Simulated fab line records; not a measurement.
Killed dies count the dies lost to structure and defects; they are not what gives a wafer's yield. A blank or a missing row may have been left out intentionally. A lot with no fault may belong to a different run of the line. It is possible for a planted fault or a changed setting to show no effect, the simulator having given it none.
fab line records / flow sky130
[record] lots = 4 wafers = 12 last_day = 48
route steps=708 shown VIA4@641 METAL5@661 PASSIVATION@681 PAD_OPEN@708
lots with no fault: from the same line, run without faults
start_h: hours from the record's first day to the start of the lot's first wafer shown / wait_h: hours from the lot's prior step to this one / " identical to the entry in the row above / L1.1+2: a single row standing in for several wafers / - value missing, or start not given / * or withheld: withheld / < > ~ a bound
route shown NAME@n: NAME is a module with steps in the file, n the number in the route of the first one / usual: mean and standard deviation over wafers with no fault / same: alike in all rows / chamber/n: place in a boat / sites: each site's reading / _std_site: how widely they spread, as a standard deviation / _edge_site: the outer-site mean with the inner-site mean subtracted / radius_mm: for every site, how far away it sits from the centre of the wafer / mask NAME#n: copy n / behind: the most recent tool/chamber to have shaped the wafer / hold: why the lot went on hold/how many hours it stayed there/how the hold came to an end / device: the n, p or np transistor that did not switch / end of line: tests of these same wafers at the route's end / for a step that has no rows: nothing shown but its recipe / killed: dies lost to structure and defects at the first sort, not the wafer's yield / map: a wafer's dies, x killed, . not, _ none there
set.NAME: the run value of the setting; set.NAME@STEP: its run value at that earlier step / model.NAME: the simulator's own value behind a step, which no gauge read
lots at selected steps of the route; one table per step, one row per wafer
[[steps]]
[step SKY_VIA4_CMP_02]
[recipe] material = SiO2 down_force_psi = 4 platen_rpm = 60 pad_velocity_m_s = 0.94248
[step SKY_VIA4_DEHYDRATE_04]
[recipe] temp_c = 200 time_s = 60
[step SKY_VIA4_HMDS_05]
[recipe] prime_time_s = 60 prime_temp_c = 120
[step SKY_VIA4_COAT_06]
[recipe] resist = NOVOLAK spin_rpm = 3000 resist_thk_nm = 1140
[step SKY_VIA4_SOFTBAKE_07]
[recipe] temp_c = 90 time_s = 60 resist = NOVOLAK
[step SKY_VIA4_EXPOSE_08]
[recipe] mask_id = VIM4 na = 0.6 source_shape = conventional sigma_outer = 0.6 polarization = unpolarized target_cd_nm = 800 dose_mj = 132
[step SKY_VIA4_PEB_09]
[recipe] temp_c = withheld time_s = * resist = NOVOLAK
[step SKY_VIA4_DEVELOP_10]
[recipe] resist = NOVOLAK developer = TMAH develop_time_s = 60 dev_temp_c = 23
[step SKY_VIA4_ETCH_12]
[recipe] target = SiO2 chemistry = C4F8/O2/Ar stop_on = TiN mask_material = NOVOLAK source_w = 1500 bias_w = 1153 pressure_mtorr = 40 c4f8_flow_sccm = withheld O2_flow_sccm = 6 Ar_flow_sccm = 300 time_s = withheld target_depth_a = 5800
[step SKY_VIA4_STRIP_13]
[recipe] chemistry = O2/N2 power_w = 1400 pressure_mtorr = 1500 platen_temp_c = withheld o2_flow_sccm = 3000 n2_flow_sccm = 300 overash_fraction = 0.5
[usual] drypump_motor_current_A = 5.6/0.52 n2_flow_sccm = 300.0/0.94 oes_product_au = 0.709/0.0045 strip_time_to_endpoint_s = 12.81/0.032
[same] overash_fraction = 0.5
lot.wafer=L748.3 tool=plasma_asher-02 chamber=1 start_h=1039.45 wait_h=- drypump_motor_current_A=6.0 n2_flow_sccm=300.7 oes_product_au=0.718 rf_hours_counter_h=- strip_time_to_endpoint_s=12.78
lot.wafer=L748.4 tool=plasma_asher-02 chamber=0 start_h=1039.45 wait_h=- drypump_motor_current_A=5.8 n2_flow_sccm=299.5 oes_product_au=0.708 rf_hours_counter_h=- strip_time_to_endpoint_s=12.78
lot.wafer=L748.6 tool=plasma_asher-02 chamber=0 start_h=1039.45 wait_h=- drypump_motor_current_A=5.8 n2_flow_sccm=298.5 oes_product_au=0.714 rf_hours_counter_h=- strip_time_to_endpoint_s=12.79
lot.wafer=L749.1 tool=plasma_asher-04 chamber=0 start_h=1046.77 wait_h=- drypump_motor_current_A=6.2 n2_flow_sccm=299.9 oes_product_au=0.710 rf_hours_counter_h=58 strip_time_to_endpoint_s=12.80
lot.wafer=L749.3 tool=plasma_asher-04 chamber=1 start_h=1046.77 wait_h=- drypump_motor_current_A=4.8 n2_flow_sccm=302.8 oes_product_au=0.710 rf_hours_counter_h=- strip_time_to_endpoint_s=12.82
lot.wafer=L749.4 tool=plasma_asher-04 chamber=0 start_h=1046.77 wait_h=- drypump_motor_current_A=6.3 n2_flow_sccm=299.6 oes_product_au=0.711 rf_hours_counter_h=- strip_time_to_endpoint_s=12.83
lot.wafer=L751.2 tool=plasma_asher-02 chamber=0 start_h=1050.87 wait_h=- drypump_motor_current_A=5.7 n2_flow_sccm=299.8 oes_product_au=0.715 rf_hours_counter_h=30 strip_time_to_endpoint_s=12.81
lot.wafer=L751.5 tool=plasma_asher-02 chamber=1 start_h=1050.87 wait_h=- drypump_motor_current_A=6.1 n2_flow_sccm=300.1 oes_product_au=0.712 rf_hours_counter_h=- strip_time_to_endpoint_s=12.79
lot.wafer=L751.6 tool=plasma_asher-02 chamber=0 start_h=1050.87 wait_h=- drypump_motor_current_A=5.7 n2_flow_sccm=300.9 oes_product_au=0.709 rf_hours_counter_h=- strip_time_to_endpoint_s=12.81
lot.wafer=L756.1 tool=plasma_asher-02 chamber=1 start_h=1086.92 wait_h=- drypump_motor_current_A=6.1 n2_flow_sccm=299.9 oes_product_au=0.712 rf_hours_counter_h=34 strip_time_to_endpoint_s=12.85
lot.wafer=L756.3 tool=plasma_asher-02 chamber=1 start_h=1086.92 wait_h=- drypump_motor_current_A=6.1 n2_flow_sccm=302.0 oes_product_au=0.702 rf_hours_counter_h=- strip_time_to_endpoint_s=12.90
lot.wafer=L756.5 tool=plasma_asher-02 chamber=0 start_h=1086.92 wait_h=- drypump_motor_current_A=5.7 n2_flow_sccm=299.8 oes_product_au=0.709 rf_hours_counter_h=- strip_time_to_endpoint_s=12.91
[step SKY_VIA4_STRIP_14]
[recipe] chemistry = post_etch_residue_remover time_s = 1200 temp_c = 72.5
[step SKY_VIA4_CLEAN_15]
[recipe] chemistry = IPA time_s = 180 temp_c = 25
[step SKY_VIA4_CLEAN_16]
[recipe] chemistry = O3/DIW dry = n2_spin
[step SKY_VIA4_SPUTTER_17]
[recipe] material = TiN target_thk_nm = 20 chamber_pressure_pa = 5 power_w = 4000 time_s = 80
[step SKY_VIA4_CVD_18]
[recipe] material = W target_thk_nm = 505 time_s = 152.14 temp_c = 400 pressure_torr = 40
[step SKY_VIA4_CMP_21]
[recipe] stop_on = SiO2 t_overpolish_s = 25 down_force_psi = 3.5 platen_rpm = 60 target_thk_nm = 0 pad_velocity_m_s = 0.94248
[step SKY_METAL5_SPUTTER_00]
[recipe] material = Ti target_thk_nm = 15 power_w = 3000 time_s = 10 chamber_pressure_pa = 0.4
[step SKY_METAL5_SPUTTER_01]
[recipe] material = TiN target_thk_nm = 20 power_w = 6500 time_s = 16.7 chamber_pressure_pa = 0.4
[step SKY_METAL5_SPUTTER_02]
[recipe] material = AlCu target_thk_nm = 1150 power_w = 10600 time_s = 61.2 chamber_pressure_pa = 0.4
[step SKY_METAL5_SPUTTER_03]
[recipe] material = Ti target_thk_nm = 5 power_w = 3000 time_s = 3.3 chamber_pressure_pa = 0.4
[step SKY_METAL5_SPUTTER_04]
[recipe] material = TiN target_thk_nm = 70 power_w = 6500 time_s = 58.3 chamber_pressure_pa = 0.4
[step SKY_METAL5_DEHYDRATE_07]
[recipe] temp_c = 200 time_s = 60
[step SKY_METAL5_HMDS_08]
[recipe] prime_time_s = 60 prime_temp_c = 120
[step SKY_METAL5_COAT_09]
[recipe] resist = NOVOLAK spin_rpm = 3000 resist_thk_nm = 1800
[step SKY_METAL5_SOFTBAKE_10]
[recipe] temp_c = 90 time_s = 60 resist = NOVOLAK
[step SKY_METAL5_EXPOSE_11]
[recipe] mask_id = MM5 na = 0.6 source_shape = conventional sigma_outer = 0.6 polarization = unpolarized target_cd_nm = 1600 dose_mj = 190
[step SKY_METAL5_PEB_12]
[recipe] temp_c = withheld time_s = * resist = NOVOLAK
[step SKY_METAL5_DEVELOP_13]
[recipe] resist = NOVOLAK developer = TMAH develop_time_s = 60 dev_temp_c = 23
[step SKY_METAL5_DESCUM_14]
[recipe] chemistry = O2 source_power_w = 150 bias_power_w = 0 pressure_mtorr = 10 temp_c = 40 time_s = 11
[step SKY_METAL5_METAL_ETCH_15]
[recipe] target_depth_a = 12600 stop_on = SiO2 over_etch_frac = 0.2 time_s = 252 chemistry = Cl2/BCl3 resist_sidewall_deg = 86 pressure_mtorr = 10 icp_w = 900 bias_w = 48.5 Cl2_flow_sccm = 60 bcl3_flow_sccm = 30
[step SKY_METAL5_STRIP_16]
[recipe] chemistry = O2/N2 power_w = 1400 pressure_mtorr = 1500 platen_temp_c = withheld o2_flow_sccm = 3000 n2_flow_sccm = 300 overash_fraction = 0.5
[step SKY_METAL5_STRIP_17]
[recipe] chemistry = post_etch_residue_remover time_s = 1200 temp_c = 72.5
[step SKY_METAL5_CLEAN_18]
[recipe] chemistry = IPA time_s = 180 temp_c = 25
[step SKY_METAL5_CLEAN_19]
[recipe] chemistry = O3/DIW dry = n2_spin
[step SKY_PASSIVATION_CVD_00]
[recipe] material = SiO2 target_thk_nm = 90 temp_c = 400 time_s = withheld rf_w = 600
[step SKY_PAD_OPEN_PROBE_99]
[usual] defect_limited_yield = 82.6/1.9 killed_at_M0_to_M3 = 43/7.1 killed_at_M4_up = 3.0/1.6 killed_at_contacts = 24/5.3 killed_at_front_end = 16/4.1 killed_at_other = 0.5/0.82 killed_dies = 86/9.4 killed_open = 46/6.9 killed_short = 39/6.5 sort_bin_3_pad_short = 0.9/0.45 sort_bin_5_function = 10.3/1.5 sort_bin_6_memory = 6.2/1.1 sort_n_pass = 406/9.4 sort_yield_pct = 82.6/1.9
[same] gross_dies = 492 killed_at_back_side = 0 sort_bin_4_leakage[%] = 0 sort_bin_8_speed[%] = 0
lot.wafer=L748.3 tool=prober-02 chamber=- start_h=1108.53 wait_h=0.2 defect_limited_yield[%]=81.1 killed_at_M0_to_M3=49 killed_at_M4_up=4 killed_at_contacts=21 killed_at_front_end=14 killed_at_other=5 killed_dies=93 killed_open=47 killed_short=42 sort_bin_3_pad_short[%]=0.4 sort_bin_5_function[%]=12.2 sort_bin_6_memory[%]=6.3 sort_n_pass=399 sort_yield_pct[%]=81.1 model.etest.tester.sort_n_pass=399 model.etest.tester.sort_yield_pct=81.1 model.etest.tester.sort_bin_5_pct=12.2 model.etest.tester.sort_bin_3_pct=0.4065
lot.wafer=L748.4 tool=prober-02 chamber=- start_h=1108.58 wait_h=0.2 defect_limited_yield[%]=82.9 killed_at_M0_to_M3=38 killed_at_M4_up=4 killed_at_contacts=24 killed_at_front_end=16 killed_at_other=2 killed_dies=84 killed_open=40 killed_short=42 sort_bin_3_pad_short[%]=1.8 sort_bin_5_function[%]=9.8 sort_bin_6_memory[%]=5.5 sort_n_pass=408 sort_yield_pct[%]=82.9 model.etest.tester.sort_n_pass=408 model.etest.tester.sort_yield_pct=82.93 model.etest.tester.sort_bin_5_pct=9.756 model.etest.tester.sort_bin_3_pct=1.829
lot.wafer=L748.6 tool=prober-02 chamber=- start_h=1108.68 wait_h=0.2 defect_limited_yield[%]=83.1 killed_at_M0_to_M3=33 killed_at_M4_up=3 killed_at_contacts=26 killed_at_front_end=19 killed_at_other=2 killed_dies=83 killed_open=52 killed_short=29 sort_bin_3_pad_short[%]=0.6 sort_bin_5_function[%]=8.5 sort_bin_6_memory[%]=7.7 sort_n_pass=409 sort_yield_pct[%]=83.1 model.etest.tester.sort_n_pass=409 model.etest.tester.sort_yield_pct=83.13 model.etest.tester.sort_bin_5_pct=8.537 model.etest.tester.sort_bin_3_pct=0.6098
lot.wafer=L749.1 tool=prober-01 chamber=- start_h=1114.76 wait_h=0.1 defect_limited_yield[%]=84.3 killed_at_M0_to_M3=36 killed_at_M4_up=3 killed_at_contacts=17 killed_at_front_end=20 killed_at_other=1 killed_dies=77 killed_open=38 killed_short=38 sort_bin_3_pad_short[%]=1.2 sort_bin_5_function[%]=8.5 sort_bin_6_memory[%]=5.9 sort_n_pass=415 sort_yield_pct[%]=84.3 model.etest.tester.sort_n_pass=415 model.etest.tester.sort_yield_pct=84.35 model.etest.tester.sort_bin_5_pct=8.537 model.etest.tester.sort_bin_3_pct=1.22
lot.wafer=L749.3 tool=prober-01 chamber=- start_h=1114.86 wait_h=0.2 defect_limited_yield[%]=85.4 killed_at_M0_to_M3=42 killed_at_M4_up=4 killed_at_contacts=15 killed_at_front_end=10 killed_at_other=1 killed_dies=72 killed_open=34 killed_short=36 sort_bin_3_pad_short[%]=1.0 sort_bin_5_function[%]=8.3 sort_bin_6_memory[%]=5.3 sort_n_pass=420 sort_yield_pct[%]=85.4 model.etest.tester.sort_n_pass=420 model.etest.tester.sort_yield_pct=85.37 model.etest.tester.sort_bin_5_pct=8.333 model.etest.tester.sort_bin_3_pct=1.016
lot.wafer=L749.4 tool=prober-01 chamber=- start_h=1114.91 wait_h=0.2 defect_limited_yield[%]=81.9 killed_at_M0_to_M3=53 killed_at_M4_up=4 killed_at_contacts=21 killed_at_front_end=10 killed_at_other=1 killed_dies=89 killed_open=50 killed_short=38 sort_bin_3_pad_short[%]=0.6 sort_bin_5_function[%]=12.2 sort_bin_6_memory[%]=5.3 sort_n_pass=403 sort_yield_pct[%]=81.9 model.etest.tester.sort_n_pass=403 model.etest.tester.sort_yield_pct=81.91 model.etest.tester.sort_bin_5_pct=12.2 model.etest.tester.sort_bin_3_pct=0.6098
lot.wafer=L751.2 tool=prober-01 chamber=- start_h=1118.83 wait_h=0.1 defect_limited_yield[%]=83.9 killed_at_M0_to_M3=44 killed_at_M4_up=2 killed_at_contacts=19 killed_at_front_end=14 killed_at_other=0 killed_dies=79 killed_open=38 killed_short=41 sort_bin_3_pad_short[%]=1.6 sort_bin_5_function[%]=9.1 sort_bin_6_memory[%]=5.3 sort_n_pass=413 sort_yield_pct[%]=83.9 model.etest.tester.sort_n_pass=413 model.etest.tester.sort_yield_pct=83.94 model.etest.tester.sort_bin_5_pct=9.146 model.etest.tester.sort_bin_3_pct=1.626
lot.wafer=L751.5 tool=prober-01 chamber=- start_h=1118.98 wait_h=0.2 defect_limited_yield[%]=71.7 killed_at_M0_to_M3=44 killed_at_M4_up=62 killed_at_contacts=22 killed_at_front_end=11 killed_at_other=0 killed_dies=139 killed_open=41 killed_short=38 sort_bin_3_pad_short[%]=3.9 sort_bin_5_function[%]=18.1 sort_bin_6_memory[%]=6.3 sort_n_pass=353 sort_yield_pct[%]=71.7 model.etest.tester.sort_n_pass=353 model.etest.tester.sort_yield_pct=71.75 model.etest.tester.sort_bin_5_pct=18.09 model.etest.tester.sort_bin_3_pct=3.862
lot.wafer=L751.6 tool=prober-01 chamber=- start_h=1119.03 wait_h=0.2 defect_limited_yield[%]=83.7 killed_at_M0_to_M3=40 killed_at_M4_up=5 killed_at_contacts=22 killed_at_front_end=10 killed_at_other=3 killed_dies=80 killed_open=38 killed_short=42 sort_bin_3_pad_short[%]=0.8 sort_bin_5_function[%]=9.1 sort_bin_6_memory[%]=6.3 sort_n_pass=412 sort_yield_pct[%]=83.7 model.etest.tester.sort_n_pass=412 model.etest.tester.sort_yield_pct=83.74 model.etest.tester.sort_bin_5_pct=9.146 model.etest.tester.sort_bin_3_pct=0.813
lot.wafer=L756.1 tool=prober-02 chamber=- start_h=1150.57 wait_h=0.1 defect_limited_yield[%]=71.3 killed_at_M0_to_M3=35 killed_at_M4_up=59 killed_at_contacts=34 killed_at_front_end=13 killed_at_other=0 killed_dies=141 killed_open=47 killed_short=36 sort_bin_3_pad_short[%]=4.5 sort_bin_5_function[%]=16.3 sort_bin_6_memory[%]=7.9 sort_n_pass=351 sort_yield_pct[%]=71.3 model.etest.tester.sort_n_pass=351 model.etest.tester.sort_yield_pct=71.34 model.etest.tester.sort_bin_5_pct=16.26 model.etest.tester.sort_bin_3_pct=4.472
lot.wafer=L756.3 tool=prober-02 chamber=- start_h=1150.67 wait_h=0.2 defect_limited_yield[%]=72.8 killed_at_M0_to_M3=41 killed_at_M4_up=60 killed_at_contacts=22 killed_at_front_end=11 killed_at_other=0 killed_dies=134 killed_open=48 killed_short=25 sort_bin_3_pad_short[%]=2.8 sort_bin_5_function[%]=16.9 sort_bin_6_memory[%]=7.5 sort_n_pass=358 sort_yield_pct[%]=72.8 model.etest.tester.sort_n_pass=358 model.etest.tester.sort_yield_pct=72.76 model.etest.tester.sort_bin_5_pct=16.87 model.etest.tester.sort_bin_3_pct=2.846
lot.wafer=L756.5 tool=prober-02 chamber=- start_h=1150.77 wait_h=0.2 defect_limited_yield[%]=79.3 killed_at_M0_to_M3=47 killed_at_M4_up=4 killed_at_contacts=25 killed_at_front_end=26 killed_at_other=0 killed_dies=102 killed_open=48 killed_short=54 sort_bin_3_pad_short[%]=1.2 sort_bin_5_function[%]=11.4 sort_bin_6_memory[%]=8.1 sort_n_pass=390 sort_yield_pct[%]=79.3 model.etest.tester.sort_n_pass=390 model.etest.tester.sort_yield_pct=79.27 model.etest.tester.sort_bin_5_pct=11.38 model.etest.tester.sort_bin_3_pct=1.22
// killed by level:class
L748.3 VIA1:geometric_particle:open=10 VIA2:geometric_particle:open=9 CONTACT:geometric_particle:open=7 LI_CONTACT:geometric_particle:open=6 METAL1:geometric_particle:short=6 VIA3:geometric_particle:open=5 VIA3:geometric_particle:short=5 POLY_GATE:geometric_particle:short=4
L748.4 CONTACT:geometric_particle:open=10 VIA1:geometric_particle:open=9 VIA3:geometric_particle:open=7 LOCAL_INTERCONNECT:geometric_particle:short=5 VIA1:geometric_particle:short=5 VIA2:geometric_particle:short=5 LI_CONTACT:geometric_particle:open=4 FIELD_ISO:geometric_particle:short=3
L748.6 CONTACT:geometric_particle:open=10 LI_CONTACT:geometric_particle:open=9 VIA1:geometric_particle:open=7 VIA2:geometric_particle:open=6 METAL2:geometric_particle:short=4 VIA3:geometric_particle:open=4 FIELD_ISO:geometric_particle:open=3 POLY_GATE:geometric_particle:open=3
L749.1 CONTACT:geometric_particle:open=11 VIA1:geometric_particle:open=7 POLY_GATE:geometric_particle:short=5 METAL1:geometric_particle:short=5 VIA3:geometric_particle:open=5 POLY_GATE:geometric_particle:open=4 FIELD_ISO:geometric_particle:short=3 METAL1:geometric_particle:open=3
L749.3 VIA1:geometric_particle:open=12 VIA3:geometric_particle:short=6 VIA3:geometric_particle:open=6 LI_CONTACT:geometric_particle:open=5 METAL2:geometric_particle:short=4 METAL4:geometric_particle:short=4 FIELD_ISO:geometric_particle:open=3 CONTACT:geometric_particle:short=3
L749.4 CONTACT:geometric_particle:open=11 VIA1:geometric_particle:open=10 VIA3:geometric_particle:open=9 METAL2:geometric_particle:short=9 VIA3:geometric_particle:short=8 LI_CONTACT:geometric_particle:open=7 METAL1:geometric_particle:short=5 VIA1:geometric_particle:short=5
L751.2 VIA1:geometric_particle:open=8 VIA2:geometric_particle:open=7 CONTACT:geometric_particle:open=6 METAL1:geometric_particle:short=6 VIA2:geometric_particle:short=5 VIA3:geometric_particle:open=5 POLY_GATE:geometric_particle:short=4 LI_CONTACT:geometric_particle:open=4
L751.5 VIA4:unspecified=60 METAL1:geometric_particle:short=9 VIA3:geometric_particle:open=8 CONTACT:geometric_particle:open=7 LI_CONTACT:geometric_particle:open=6 VIA1:geometric_particle:short=6 VIA1:geometric_particle:open=5 FIELD_ISO:geometric_particle:short=4
L751.6 VIA2:geometric_particle:open=7 LI_CONTACT:geometric_particle:open=6 VIA1:geometric_particle:open=6 METAL3:geometric_particle:short=6 VIA3:geometric_particle:open=6 CONTACT:geometric_particle:short=5 LOCAL_INTERCONNECT:geometric_particle:short=4 METAL1:geometric_particle:short=4
L756.1 VIA4:unspecified=57 CONTACT:geometric_particle:open=10 LI_CONTACT:geometric_particle:open=9 VIA1:geometric_particle:open=8 VIA2:geometric_particle:open=7 LOCAL_INTERCONNECT:geometric_particle:short=5 VIA1:geometric_particle:short=5 METAL2:geometric_particle:short=5
L756.3 VIA4:unspecified=57 CONTACT:geometric_particle:open=10 VIA1:geometric_particle:open=10 VIA3:geometric_particle:open=7 VIA2:geometric_particle:open=6 FIELD_ISO:geometric_particle:open=5 LI_CONTACT:geometric_particle:open=5 CONTACT:geometric_particle:short=5
L756.5 CONTACT:geometric_particle:short=9 VIA1:geometric_particle:open=9 VIA3:geometric_particle:open=8 METAL2:geometric_particle:short=7 POLY_GATE:geometric_particle:short=6 LI_CONTACT:geometric_particle:open=5 LOCAL_INTERCONNECT:geometric_particle:short=5 CONTACT:geometric_particle:open=5
// map L751.5 (x killed, . not)
__________x.x.....x._________
________xxxxx...x....._______
______.xxxxxxxxx...x...x_____
_____xxxxxxxxx.x.....x.x.____
____xxxxxxxxxxx.x.x.....x.___
___..xxxxxxxxxx....x..x....__
__...xxxxxxxxxxx..........x._
_....x.xxxxx..x.....x.x......
_....xxxx....x..x......x.....
_x.............x.........x...
_..x........x...x............
_..x.x.......x.......xxx.....
_.....x........x.xx.......x..
_x.....x.....x...x..........x
_......x.....................
__..xx....x........x..x....x_
___..xx.....x..x..x....x..x__
____.x...x....x..x.x......___
_____..xx........xxx.x...____
______x.............x.x._____
________...........xx._______
__________x........._________
// map L756.1 (x killed, . not)
__________.x.x......_________
________xxxxxx......x._______
______xxxxxxxxx...x....x_____
_____xxxxxxxxxx.xxxx.x...____
____.xxxxxxxxxxx...x....x.___
___.xxxxxxxxxx...x.........__
__.x...xxxxxxx...........x.._
_......xxxxx.x..x..x.........
_....x..xxxxx.....xx..x..x...
_.x............x..xx...x.x..x
_..x..x..x................x..
_................x.........x.
_x.x.x...xxx......x...xxx....
_.x.x.x....x.......x.....x...
_..............x.............
__.....xx..................._
___x....x.......x.x......x.__
____.x...........x........___
_____x.xx...xxx.x........____
______...x.x.x.........._____
________...........x.._______
__________x.x.xx.x.._________
[[key]]
[first_sign] step = SKY_PAD_OPEN_PROBE_99 reading = killed_at_M4_up direction = up sigmas = 35 usual = 3.0 struck = 60.3
[effect] step = SKY_PAD_OPEN_PROBE_99 reading = sort_bin_3_pad_short direction = up sigmas = 6.3 usual = 0.9 struck = 3.7
[model_effect] step = SKY_PAD_OPEN_PROBE_99 value = etest.tester.sort_n_pass without = 402.3 struck = 354
met_at SKY_VIA4_STRIP_13
struck_wafers L751.5,L756.1,L756.3
onset_between 1039.45 1050.87
[fault] kind = chamber_particle_source tool = plasma_asher-02 chamber = 1 onset_h = 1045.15 steps = SKY_VIA4_STRIP_13 rate_per_visit_cm2 = 1.3396 end_h = 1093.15
